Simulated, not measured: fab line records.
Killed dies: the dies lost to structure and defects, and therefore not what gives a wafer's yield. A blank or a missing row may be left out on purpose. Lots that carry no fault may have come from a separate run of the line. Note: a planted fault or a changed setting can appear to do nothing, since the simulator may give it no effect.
Which tool did it? || flow gf180mcu || 14 lots, 42 wafers sampled, at 7 steps of a route of 602

WHAT EACH GAUGE READ, for each wafer
GF_NWELL_OVL_MEAS_07. Usual: for NWELL_OVL the level is -0.4 nm and the standard deviation is 1.4.
{"lot": "L251", "measured": "day 3 06:53", "on": "overlay-02", "NWELL_OVL (nm)": "2.6 -0.3 0.4", "flag": ""}
{"lot": "L252", "measured": "day 3 12:32", "on": "overlay-02", "NWELL_OVL (nm)": "-1.0 -1.2 1.5", "flag": ""}
{"lot": "L254", "measured": "day 4 01:24", "on": "overlay-01", "NWELL_OVL (nm)": "1.1 -0.2 -0.2", "flag": ""}
{"lot": "L255", "measured": "day 4 10:19", "on": "overlay-01", "NWELL_OVL (nm)": "-1.5 -2.3 0.0", "flag": ""}
{"lot": "L256", "measured": "day 4 15:04", "on": "overlay-02", "NWELL_OVL (nm)": "0.6 -2.2 -1.0", "flag": ""}
{"lot": "L258", "measured": "day 4 23:23", "on": "overlay-01", "NWELL_OVL (nm)": "- - -", "flag": "OFF"}
{"lot": "L259", "measured": "day 5 06:24", "on": "overlay-02", "NWELL_OVL (nm)": "- - -", "flag": "OFF"}
{"lot": "L261", "measured": "day 5 15:44", "on": "overlay-01", "NWELL_OVL (nm)": "0.9 0.8 1.3", "flag": ""}
{"lot": "L265", "measured": "day 6 11:14", "on": "overlay-01", "NWELL_OVL (nm)": "0.6 0.7 -0.1", "flag": ""}
{"lot": "L267", "measured": "day 6 22:18", "on": "overlay-01", "NWELL_OVL (nm)": "-1.7 0.7 0.8", "flag": ""}
{"lot": "L268", "measured": "day 7 03:53", "on": "overlay-02", "NWELL_OVL (nm)": "-3.8 -1.9 -1.2", "flag": ""}
{"lot": "L269", "measured": "day 7 08:08", "on": "overlay-01", "NWELL_OVL (nm)": "0.2 0.2 -2.2", "flag": ""}
{"lot": "L270", "measured": "day 7 13:00", "on": "overlay-02", "NWELL_OVL (nm)": "-0.3 -1.0 -1.1", "flag": ""}
{"lot": "L273", "measured": "day 8 07:34", "on": "overlay-01", "NWELL_OVL (nm)": "1.5 -0.5 -1.4", "flag": ""}

GF_LVPWELL_TW_MEAS_11. Usual: for LVPWELL_TW the level is 557 and the standard deviation is 4.6.
{"lot": "L251", "measured": "day 3 20:25", "on": "film metro-02", "LVPWELL_TW": "562 561 562", "flag": ""}
{"lot": "L252", "measured": "day 4 02:40", "on": "film metro-04", "LVPWELL_TW": "547 550 550", "flag": ""}
{"lot": "L254", "measured": "day 4 15:10", "on": "film metro-04", "LVPWELL_TW": "551 548 551", "flag": ""}
{"lot": "L255", "measured": "day 5 01:04", "on": "film metro-04", "LVPWELL_TW": "554 552 553", "flag": ""}
{"lot": "L256", "measured": "day 5 05:52", "on": "film metro-04", "LVPWELL_TW": "551 551 552", "flag": ""}
{"lot": "L258", "measured": "day 5 14:23", "on": "film metro-02", "LVPWELL_TW": "1598 1609 1590", "flag": "OFF"}
{"lot": "L259", "measured": "day 5 21:20", "on": "film metro-04", "LVPWELL_TW": "1568 1567 1570", "flag": "OFF"}
{"lot": "L261", "measured": "day 6 07:22", "on": "film metro-04", "LVPWELL_TW": "555 553 550", "flag": ""}
{"lot": "L265", "measured": "day 7 03:10", "on": "film metro-01", "LVPWELL_TW": "559 563 563", "flag": ""}
{"lot": "L267", "measured": "day 7 14:25", "on": "film metro-02", "LVPWELL_TW": "558 560 559", "flag": ""}
{"lot": "L268", "measured": "day 7 20:27", "on": "film metro-02", "LVPWELL_TW": "559 560 561", "flag": ""}
{"lot": "L269", "measured": "day 8 00:41", "on": "film metro-02", "LVPWELL_TW": "560 556 560", "flag": ""}
{"lot": "L270", "measured": "day 8 06:04", "on": "film metro-02", "LVPWELL_TW": "557 558 559", "flag": ""}
{"lot": "L273", "measured": "day 9 00:49", "on": "film metro-04", "LVPWELL_TW": "553 553 553", "flag": ""}

GF_MVSD_TW_MEAS_11. Usual: for MVSD_TW the level is 1572 and the standard deviation is 12.
{"lot": "L251", "measured": "day 4 10:01", "on": "film metro-04", "MVSD_TW": "1548 1547 1549", "flag": ""}
{"lot": "L252", "measured": "day 4 16:40", "on": "film metro-04", "MVSD_TW": "1556 1551 1550", "flag": ""}
{"lot": "L254", "measured": "day 5 05:32", "on": "film metro-02", "MVSD_TW": "1575 1586 1578", "flag": ""}
{"lot": "L255", "measured": "day 5 16:02", "on": "film metro-04", "MVSD_TW": "1555 1556 1564", "flag": ""}
{"lot": "L256", "measured": "day 5 20:46", "on": "film metro-04", "MVSD_TW": "1557 1562 1558", "flag": ""}
{"lot": "L258", "measured": "day 6 05:01", "on": "film metro-02", "MVSD_TW": "1980 1988 1986", "flag": "OFF"}
{"lot": "L259", "measured": "day 6 12:32", "on": "film metro-01", "MVSD_TW": "1955 1961 1958", "flag": "OFF"}
{"lot": "L261", "measured": "day 6 23:05", "on": "film metro-01", "MVSD_TW": "1565 1565 1563", "flag": ""}
{"lot": "L265", "measured": "day 7 18:48", "on": "film metro-04", "MVSD_TW": "1556 1565 1560", "flag": ""}
{"lot": "L267", "measured": "day 8 07:22", "on": "film metro-04", "MVSD_TW": "1555 1559 1557", "flag": ""}
{"lot": "L268", "measured": "day 8 13:48", "on": "film metro-01", "MVSD_TW": "1570 1581 1579", "flag": ""}
{"lot": "L269", "measured": "day 8 17:48", "on": "film metro-02", "MVSD_TW": "1580 1576 1583", "flag": ""}
{"lot": "L270", "measured": "day 8 22:53", "on": "film metro-04", "MVSD_TW": "1558 1566 1564", "flag": ""}
{"lot": "L273", "measured": "day 9 18:27", "on": "film metro-02", "MVSD_TW": "1578 1577 1580", "flag": ""}

GF_V1_THK_MEAS_01. Usual: for V1_CVD_00_THK the level is 600 nm and the standard deviation is 6.2.
{"lot": "L251", "measured": "day 17 01:59", "on": "film metro-01", "V1_CVD_00_THK (nm)": "602 606 614", "flag": ""}
{"lot": "L252", "measured": "day 17 10:29", "on": "film metro-03", "V1_CVD_00_THK (nm)": "609 605 602", "flag": ""}
{"lot": "L254", "measured": "day 18 05:28", "on": "film metro-03", "V1_CVD_00_THK (nm)": "591 591 585", "flag": ""}
{"lot": "L255", "measured": "day 19 00:32", "on": "film metro-04", "V1_CVD_00_THK (nm)": "604 598 599", "flag": ""}
{"lot": "L256", "measured": "day 19 07:01", "on": "film metro-03", "V1_CVD_00_THK (nm)": "591 602 593", "flag": ""}
{"lot": "L258", "measured": "day 19 21:37", "on": "film metro-03", "V1_CVD_00_THK (nm)": "604 603 608", "flag": ""}
{"lot": "L259", "measured": "day 20 07:49", "on": "film metro-03", "V1_CVD_00_THK (nm)": "591 602 592", "flag": ""}
{"lot": "L261", "measured": "day 21 09:34", "on": "film metro-04", "V1_CVD_00_THK (nm)": "601 595 608", "flag": ""}
{"lot": "L265", "measured": "day 22 06:35", "on": "film metro-04", "V1_CVD_00_THK (nm)": "597 604 596", "flag": ""}
{"lot": "L267", "measured": "day 23 02:26", "on": "film metro-01", "V1_CVD_00_THK (nm)": "593 590 603", "flag": ""}
{"lot": "L268", "measured": "day 23 11:07", "on": "film metro-01", "V1_CVD_00_THK (nm)": "606 604 595", "flag": ""}
{"lot": "L269", "measured": "day 23 17:36", "on": "film metro-04", "V1_CVD_00_THK (nm)": "597 597 602", "flag": ""}
{"lot": "L270", "measured": "day 23 23:37", "on": "film metro-01", "V1_CVD_00_THK (nm)": "604 602 600", "flag": ""}
{"lot": "L273", "measured": "day 24 20:40", "on": "film metro-03", "V1_CVD_00_THK (nm)": "591 601 604", "flag": ""}

WHAT TOOL EACH LOT RAN ON (gives the tool, then ch and the chambers of the sampled wafers, and finally the start)
{"lot": "L251", "GF_NWELL_COAT_02": "litho track-01 ch 0, day 3 00:09", "GF_DUAL_GATE_STRIP_13": "plasma asher-03 ch 0,1, day 8 08:11", "GF_M1_SPUTTER_00": "pvd sputter-03, day 16 02:55"}
{"lot": "L252", "GF_NWELL_COAT_02": "litho track-01 ch 0, day 3 06:12", "GF_DUAL_GATE_STRIP_13": "plasma asher-01 ch 0,1, day 8 14:37", "GF_M1_SPUTTER_00": "pvd sputter-04, day 16 10:41"}
{"lot": "L254", "GF_NWELL_COAT_02": "litho track-03 ch 0, day 3 18:23", "GF_DUAL_GATE_STRIP_13": "plasma asher-04 ch 0,1, day 9 06:38", "GF_M1_SPUTTER_00": "pvd sputter-04, day 17 05:05"}
{"lot": "L255", "GF_NWELL_COAT_02": "litho track-01 ch 0, day 4 02:58", "GF_DUAL_GATE_STRIP_13": "plasma asher-03 ch 0,1, day 9 19:44", "GF_M1_SPUTTER_00": "pvd sputter-02, day 17 23:35"}
{"lot": "L256", "GF_NWELL_COAT_02": "litho track-02 ch 0, day 4 08:22", "GF_DUAL_GATE_STRIP_13": "plasma asher-01 ch 0,1, day 9 23:31", "GF_M1_SPUTTER_00": "pvd sputter-04, day 18 05:49"}
{"lot": "L258", "GF_NWELL_COAT_02": "litho track-01, day 4 15:46", "GF_DUAL_GATE_STRIP_13": "plasma asher-04 ch 0,1, day 10 09:58", "GF_M1_SPUTTER_00": "pvd sputter-02, day 18 19:49"}
{"lot": "L259", "GF_NWELL_COAT_02": "litho track-01, day 4 23:00", "GF_DUAL_GATE_STRIP_13": "plasma asher-01 ch 0,1, day 10 19:49", "GF_M1_SPUTTER_00": "pvd sputter-04, day 19 06:20"}
{"lot": "L261", "GF_NWELL_COAT_02": "litho track-01 ch 0, day 5 07:55", "GF_DUAL_GATE_STRIP_13": "plasma asher-04 ch 0,1, day 11 09:05", "GF_M1_SPUTTER_00": "pvd sputter-04, day 20 08:02"}
{"lot": "L265", "GF_NWELL_COAT_02": "litho track-01 ch 0, day 6 03:30", "GF_DUAL_GATE_STRIP_13": "plasma asher-04 ch 0,1, day 12 07:56", "GF_M1_SPUTTER_00": "pvd sputter-02, day 21 05:42"}
{"lot": "L267", "GF_NWELL_COAT_02": "litho track-01 ch 0, day 6 14:10", "GF_DUAL_GATE_STRIP_13": "plasma asher-04 ch 0,1, day 13 00:04", "GF_M1_SPUTTER_00": "pvd sputter-04, day 22 02:49"}
{"lot": "L268", "GF_NWELL_COAT_02": "litho track-02 ch 0, day 6 20:19", "GF_DUAL_GATE_STRIP_13": "plasma asher-04 ch 0,1, day 13 10:01", "GF_M1_SPUTTER_00": "pvd sputter-02, day 22 11:28"}
{"lot": "L269", "GF_NWELL_COAT_02": "litho track-01 ch 0, day 7 00:18", "GF_DUAL_GATE_STRIP_13": "plasma asher-04 ch 0,1, day 13 14:24", "GF_M1_SPUTTER_00": "pvd sputter-03, day 22 17:50"}
{"lot": "L270", "GF_NWELL_COAT_02": "litho track-01 ch 0, day 7 05:19", "GF_DUAL_GATE_STRIP_13": "plasma asher-03 ch 0,1, day 13 19:35", "GF_M1_SPUTTER_00": "pvd sputter-03, day 23 00:22"}
{"lot": "L273", "GF_NWELL_COAT_02": "litho track-03 ch 0, day 7 22:44", "GF_DUAL_GATE_STRIP_13": "plasma asher-04 ch 0,1, day 14 14:58", "GF_M1_SPUTTER_00": "pvd sputter-03, day 23 21:26"}
- GF_NWELL_COAT_02: resist thk 3000 nm.
- GF_DUAL_GATE_STRIP_13: strips in O2/N2.
- GF_M1_SPUTTER_00: material Ti, target thk 37.5 nm, time 150 s.

AS READ BY THE TOOLS THEMSELVES (means over the sampled wafers that have a number; for cases with no such wafer, the mark the record gives instead)
GF_NWELL_COAT_02. Usual: chill plate temp C 23.03 C, standard deviation 0.11; dispense pressure kPa 45 kPa, standard deviation 4.9; resist line temp C 22.99 C, standard deviation 0.1.
{"lot": "L251", "tool": "litho track-01", "chill plate temp C (C)": 23.09, "dispense pressure kPa (kPa)": 42, "resist line temp C (C)": 22.97, "flag": ""}
{"lot": "L252", "tool": "litho track-01", "chill plate temp C (C)": 23.02, "dispense pressure kPa (kPa)": 42, "resist line temp C (C)": 22.91, "flag": ""}
{"lot": "L254", "tool": "litho track-03", "chill plate temp C (C)": 22.87, "dispense pressure kPa (kPa)": 42, "resist line temp C (C)": 22.98, "flag": ""}
{"lot": "L255", "tool": "litho track-01", "chill plate temp C (C)": 22.99, "dispense pressure kPa (kPa)": 42, "resist line temp C (C)": 23.08, "flag": ""}
{"lot": "L256", "tool": "litho track-02", "chill plate temp C (C)": 23.01, "dispense pressure kPa (kPa)": 53, "resist line temp C (C)": 23.03, "flag": ""}
{"lot": "L258", "tool": "litho track-01", "chill plate temp C (C)": "-", "dispense pressure kPa (kPa)": "-", "resist line temp C (C)": "-", "flag": "OFF"}
{"lot": "L259", "tool": "litho track-01", "chill plate temp C (C)": "-", "dispense pressure kPa (kPa)": "-", "resist line temp C (C)": "-", "flag": "OFF"}
{"lot": "L261", "tool": "litho track-01", "chill plate temp C (C)": 23.02, "dispense pressure kPa (kPa)": 42, "resist line temp C (C)": 23.01, "flag": ""}
{"lot": "L265", "tool": "litho track-01", "chill plate temp C (C)": 23.01, "dispense pressure kPa (kPa)": 42, "resist line temp C (C)": 23.00, "flag": ""}
{"lot": "L267", "tool": "litho track-01", "chill plate temp C (C)": 22.99, "dispense pressure kPa (kPa)": 42, "resist line temp C (C)": 22.86, "flag": ""}
{"lot": "L268", "tool": "litho track-02", "chill plate temp C (C)": 23.12, "dispense pressure kPa (kPa)": 53, "resist line temp C (C)": 22.98, "flag": ""}
{"lot": "L269", "tool": "litho track-01", "chill plate temp C (C)": 23.04, "dispense pressure kPa (kPa)": 42, "resist line temp C (C)": 23.00, "flag": ""}
{"lot": "L270", "tool": "litho track-01", "chill plate temp C (C)": 23.00, "dispense pressure kPa (kPa)": 42, "resist line temp C (C)": 23.06, "flag": ""}
{"lot": "L273", "tool": "litho track-03", "chill plate temp C (C)": 22.93, "dispense pressure kPa (kPa)": 42, "resist line temp C (C)": 22.98, "flag": ""}

GF_DUAL_GATE_STRIP_13. Usual: chamber pressure mTorr 1499.9 mTorr, standard deviation 1.4; drypump motor current A 5.7 A, standard deviation 0.5; heater power w 335 W, standard deviation 38; oes product au 0.716 a.u., standard deviation 0.0046; strip time to endpoint s 12.62 s, standard deviation 0.038.
{"lot": "L251", "tool": "plasma asher-03", "chamber pressure mTorr (mTorr)": 1500.7, "drypump motor current A (A)": 5.5, "heater power w (W)": 343, "oes product au (a.u.)": 0.715, "strip time to endpoint s (s)": 12.58, "flag": ""}
{"lot": "L252", "tool": "plasma asher-01", "chamber pressure mTorr (mTorr)": 1499.1, "drypump motor current A (A)": 5.7, "heater power w (W)": 295, "oes product au (a.u.)": 0.716, "strip time to endpoint s (s)": 12.59, "flag": ""}
{"lot": "L254", "tool": "plasma asher-04", "chamber pressure mTorr (mTorr)": 1500.0, "drypump motor current A (A)": 5.8, "heater power w (W)": 363, "oes product au (a.u.)": 0.717, "strip time to endpoint s (s)": 12.65, "flag": ""}
{"lot": "L255", "tool": "plasma asher-03", "chamber pressure mTorr (mTorr)": 1499.2, "drypump motor current A (A)": 5.6, "heater power w (W)": 320, "oes product au (a.u.)": 0.715, "strip time to endpoint s (s)": 12.60, "flag": ""}
{"lot": "L256", "tool": "plasma asher-01", "chamber pressure mTorr (mTorr)": 1500.3, "drypump motor current A (A)": 5.6, "heater power w (W)": 294, "oes product au (a.u.)": 0.716, "strip time to endpoint s (s)": 12.67, "flag": ""}
{"lot": "L258", "tool": "plasma asher-04", "chamber pressure mTorr (mTorr)": 1499.8, "drypump motor current A (A)": 6.2, "heater power w (W)": 381, "oes product au (a.u.)": 0.718, "strip time to endpoint s (s)": 12.69, "flag": ""}
{"lot": "L259", "tool": "plasma asher-01", "chamber pressure mTorr (mTorr)": 1500.0, "drypump motor current A (A)": 5.7, "heater power w (W)": 300, "oes product au (a.u.)": 0.714, "strip time to endpoint s (s)": 12.63, "flag": ""}
{"lot": "L261", "tool": "plasma asher-04", "chamber pressure mTorr (mTorr)": 1499.5, "drypump motor current A (A)": 5.8, "heater power w (W)": 365, "oes product au (a.u.)": 0.714, "strip time to endpoint s (s)": 12.65, "flag": ""}
{"lot": "L265", "tool": "plasma asher-04", "chamber pressure mTorr (mTorr)": 1500.7, "drypump motor current A (A)": 6.2, "heater power w (W)": 371, "oes product au (a.u.)": 0.718, "strip time to endpoint s (s)": 12.55, "flag": ""}
{"lot": "L267", "tool": "plasma asher-04", "chamber pressure mTorr (mTorr)": 1499.4, "drypump motor current A (A)": 6.2, "heater power w (W)": 373, "oes product au (a.u.)": 0.718, "strip time to endpoint s (s)": 12.63, "flag": ""}
{"lot": "L268", "tool": "plasma asher-04", "chamber pressure mTorr (mTorr)": 1500.5, "drypump motor current A (A)": 6.2, "heater power w (W)": 374, "oes product au (a.u.)": 0.716, "strip time to endpoint s (s)": 12.64, "flag": ""}
{"lot": "L269", "tool": "plasma asher-04", "chamber pressure mTorr (mTorr)": 1499.4, "drypump motor current A (A)": 6.2, "heater power w (W)": 366, "oes product au (a.u.)": 0.718, "strip time to endpoint s (s)": 12.61, "flag": ""}
{"lot": "L270", "tool": "plasma asher-03", "chamber pressure mTorr (mTorr)": 1500.4, "drypump motor current A (A)": 5.5, "heater power w (W)": 342, "oes product au (a.u.)": 0.719, "strip time to endpoint s (s)": 12.61, "flag": ""}
{"lot": "L273", "tool": "plasma asher-04", "chamber pressure mTorr (mTorr)": 1500.4, "drypump motor current A (A)": 5.8, "heater power w (W)": 368, "oes product au (a.u.)": 0.717, "strip time to endpoint s (s)": 12.56, "flag": ""}

GF_M1_SPUTTER_00. Usual: throttle valve pct 30.3 %, standard deviation 0.82.
{"lot": "L251", "tool": "pvd sputter-03", "throttle valve pct (%)": 30.1, "flag": ""}
{"lot": "L252", "tool": "pvd sputter-04", "throttle valve pct (%)": 31.0, "flag": ""}
{"lot": "L254", "tool": "pvd sputter-04", "throttle valve pct (%)": 31.1, "flag": ""}
{"lot": "L255", "tool": "pvd sputter-02", "throttle valve pct (%)": 29.4, "flag": ""}
{"lot": "L256", "tool": "pvd sputter-04", "throttle valve pct (%)": 30.8, "flag": ""}
{"lot": "L258", "tool": "pvd sputter-02", "throttle valve pct (%)": 29.9, "flag": ""}
{"lot": "L259", "tool": "pvd sputter-04", "throttle valve pct (%)": 30.8, "flag": ""}
{"lot": "L261", "tool": "pvd sputter-04", "throttle valve pct (%)": 30.8, "flag": ""}
{"lot": "L265", "tool": "pvd sputter-02", "throttle valve pct (%)": 29.5, "flag": ""}
{"lot": "L267", "tool": "pvd sputter-04", "throttle valve pct (%)": 31.8, "flag": ""}
{"lot": "L268", "tool": "pvd sputter-02", "throttle valve pct (%)": 29.7, "flag": ""}
{"lot": "L269", "tool": "pvd sputter-03", "throttle valve pct (%)": 29.8, "flag": ""}
{"lot": "L270", "tool": "pvd sputter-03", "throttle valve pct (%)": 29.8, "flag": ""}
{"lot": "L273", "tool": "pvd sputter-03", "throttle valve pct (%)": 29.8, "flag": ""}

THE ANSWER, worked out from the rows above alone
Rule: a lot counts as off when the mean over its wafers that have a number is more than 3 standard deviations away from the usual mean. Also off: a lot with no number at a reading for which 4 or more lots have one. The other lots that the step has rows for count as sound. After the gauges, taken in route order, come the tools' own readings; for these a lot's mean is taken, as printed above. At the first step where some lot is off, the reading lying furthest off is the one used; lots without a number count as furthest.
Off: L258, L259, at GF_NWELL_OVL_MEAS_07 (NWELL_OVL). Without a number there: L258, L259.
If a tool, at a process step before that reading, ran all the lots that are off and no sound lot after the first of them, it fits. The gauges at GF_NWELL_OVL_MEAS_07 aren't tried: what is off there is off at GF_LVPWELL_TW_MEAS_11 too, on other tools, and a gauge's error can't cause that. No candidate that was tried fits.

WHAT WAS PUT IN BY THE SIMULATOR
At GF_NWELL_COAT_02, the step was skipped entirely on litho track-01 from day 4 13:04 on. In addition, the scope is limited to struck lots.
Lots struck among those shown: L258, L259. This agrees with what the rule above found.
